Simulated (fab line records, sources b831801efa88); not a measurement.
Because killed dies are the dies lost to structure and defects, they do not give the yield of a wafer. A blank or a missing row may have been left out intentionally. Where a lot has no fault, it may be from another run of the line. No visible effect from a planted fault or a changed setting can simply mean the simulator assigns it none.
What tool caused it? -- flow sky130 -- at 1 step of a route of 708, 7 lots with 21 wafers sampled

## WHAT THE GAUGES SHOWED, per wafer
SKY_VIA3_THK_MEAS_23: measures by xrf.
lot,measured,on,VIA3_W_THK (nm)
L195,day 40 02:20,film-metro-01,387 380 389
L196,day 41 22:05,film-metro-04,388 391 405
L201,day 42 03:47,film-metro-01,377 388 380
L203,day 43 11:21,film-metro-03,387 389 388
L206,day 43 15:13,film-metro-01,396 398 394
L209,day 44 06:28,film-metro-01,377 376 395
L216,day 45 19:37,film-metro-03,383 382 376

## EACH LOT AND THE TOOL THAT RAN IT (in order: tool; ch and the chambers of the sampled wafers; start)
Before these readings, the record contains no process step.

## THE ANSWER, worked out from the rows above alone
Rule: the usual values come from the lots themselves. The widest of any qualifying gaps counts: lots, ordered by their means at a reading, are off when they make up no more than a third of the lots, leave a main group of 4 or more, and stand apart from it by 3 or more times the standard deviation of that group's means. The tables above print the reading to a certain number of digits; a main group whose means all agree to those digits is not used. Also off: a lot with no number at a reading for which 4 or more lots have one. All remaining lots with rows at the step are treated as sound.
Across all readings shown, no lot is off: no conclusion can be drawn from this.

## WHAT WAS PUT IN BY THE SIMULATOR
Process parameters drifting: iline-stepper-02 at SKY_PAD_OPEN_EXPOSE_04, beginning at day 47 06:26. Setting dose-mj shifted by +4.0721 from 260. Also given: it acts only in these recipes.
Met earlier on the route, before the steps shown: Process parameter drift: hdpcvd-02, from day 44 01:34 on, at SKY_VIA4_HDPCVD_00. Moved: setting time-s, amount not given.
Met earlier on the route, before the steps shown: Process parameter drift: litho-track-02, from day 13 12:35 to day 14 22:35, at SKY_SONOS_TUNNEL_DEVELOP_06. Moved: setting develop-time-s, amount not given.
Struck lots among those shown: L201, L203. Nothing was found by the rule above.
